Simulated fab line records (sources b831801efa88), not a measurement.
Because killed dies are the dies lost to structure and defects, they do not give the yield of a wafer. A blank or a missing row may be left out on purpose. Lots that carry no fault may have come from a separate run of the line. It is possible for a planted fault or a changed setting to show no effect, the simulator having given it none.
2 desks, one fault + flow sky130 + each desk has only its own numbers; what lay behind them comes last

== METROLOGY DESK ==
Lot by lot, what the gauges showed, no matter which tool ran the lot: averages of those sampled wafers that carry a number. A lot is out of limits, marked OUT, if its mean lies more than 4 standard deviations from the usual mean; the brackets give that distance.
Columns: A = FIELD_ISO_CVD_24_THK at SKY_FIELD_ISO_THK_MEAS_25, usual 600 nm; B = VT_ADJUST_LVTN_01_OVL at SKY_VT_ADJUST_LVTN_OVL_MEAS_18, usual 0.6 nm; C = POLY_GATE_CVD_00_THK at SKY_POLY_GATE_THK_MEAS_01, usual 179.8 nm
| lot  | first seen here | A   | B    | C              |
|------|-----------------|-----|------|----------------|
| L554 | day 2 10:55     | 599 | 0.5  | 178.5          |
| L558 | day 3 02:30     | 599 | 2.2  | 181.2          |
| L560 | day 3 14:12     | 594 | 1.4  | 97.9 (-55) OUT |
| L561 | day 3 21:02     | 597 | 0.8  | 99.0 (-54) OUT |
| L570 | day 5 17:52     | 603 | 2.8  | 177.8          |
| L572 | day 6 08:31     | 601 | -1.7 | 180.1          |
| L573 | day 6 10:49     | 606 | 0.9  | 178.3          |
| L574 | day 6 16:28     | 603 | -2.0 | 181.4          |
| L575 | day 6 20:53     | 600 | -0.8 | 179.9          |
| L576 | day 7 00:59     | 600 | 3.2  | 180.2          |
This desk's result: L560, L561 out of limits, first on L560 (POLY_GATE_CVD_00_THK at SKY_POLY_GATE_THK_MEAS_01), day 15 21:16. In limits: L554, L558, L570, L572, L573, L574, L575, L576.

== DESK OF THE TOOL OWNER: lpcvd-01 ==
The tool's own readings at SKY_POLY_GATE_CVD_00 (deposits poly-Si, target thk 180 nm, time 720 s): means of the sampled wafers that have a number, for each lot that ran on this tool. A lot is out of limits, marked OUT, if its mean lies more than 4 standard deviations from the usual mean; the brackets give that distance. Readings shown: 7 out of 8 (the first out of limits, and those lying furthest out on some lot).
Columns: A = spikeTcBottomC at SKY_POLY_GATE_CVD_00, usual 639 C; B = spikeTcCentreC at SKY_POLY_GATE_CVD_00, usual 620.7 C; C = spikeTcLowerC at SKY_POLY_GATE_CVD_00, usual 620.3 C; D = spikeTcTopC at SKY_POLY_GATE_CVD_00, usual 636.7 C; E = spikeTcUpperC at SKY_POLY_GATE_CVD_00, usual 619.9 C; F = susceptorTempC at SKY_POLY_GATE_CVD_00, usual 620.04 C; G = zonePowerCentrePct at SKY_POLY_GATE_CVD_00, usual 9.39 %
| lot  | first seen here | A              | B               | C               | D               | E               | F                | G    |
|------|-----------------|----------------|-----------------|-----------------|-----------------|-----------------|------------------|------|
| L554 | day 14 05:15    | 638            | 620.3           | 621.5           | 636.4           | 619.8           | 620.17           | 9.31 |
| L558 | day 15 04:52    | 637            | 619.8           | 621.2           | 635.2           | 618.8           | 620.57           | 9.23 |
| L560 | day 15 20:04    | 618 (-6.5) OUT | 594.9 (-26) OUT | 593.8 (-17) OUT | 613.4 (-19) OUT | 595.1 (-23) OUT | 594.98 (-86) OUT | 8.92 |
| L561 | day 16 16:44    | 619 (-6.2) OUT | 594.8 (-26) OUT | 593.5 (-17) OUT | 613.6 (-19) OUT | 596.1 (-22) OUT | 594.56 (-88) OUT | 8.90 |
| L570 | day 19 09:50    | 644            | 620.3           | 618.7           | 637.9           | 619.5           | 620.01           | 9.54 |
| L572 | day 20 14:34    | 637            | 620.6           | 620.5           | 637.0           | 619.7           | 619.88           | 9.24 |
| L573 | day 20 15:46    | 637            | 620.4           | 621.2           | 636.2           | 619.9           | 619.78           | 9.26 |
| L574 | day 21 00:08    | 637            | 620.0           | 619.5           | 636.9           | 619.7           | 620.09           | 9.29 |
| L575 | day 21 04:45    | 638            | 620.3           | 621.9           | 636.7           | 620.1           | 619.90           | 9.26 |
| L576 | day 21 14:45    | 644            | 620.7           | 618.9           | 637.2           | 619.6           | 619.89           | 9.60 |
This desk finds L560, L561 out of limits, L560 being first, at day 15 20:04 (spikeTcBottomC at SKY_POLY_GATE_CVD_00). In limits: L554, L558, L570, L572, L573, L574, L575, L576.

== ALL TOGETHER ==
An alarm could have come from the tool owner's desk at day 15 20:04, on L560, L561.
On L560, L561, the metrology desk was in a position to raise an alarm at day 15 21:16.
On lpcvd-01, each named lot ran SKY_POLY_GATE_CVD_00.

== WHAT THE SIMULATOR HAD PUT IN ==
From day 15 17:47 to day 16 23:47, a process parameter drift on lpcvd-01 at SKY_POLY_GATE_CVD_00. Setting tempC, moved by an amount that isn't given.
Lots struck among those shown: L560, L561.
Hours from the fault's start to each desk's first reading out of limits: the tool owner's desk, 2; the metrology desk, 3.
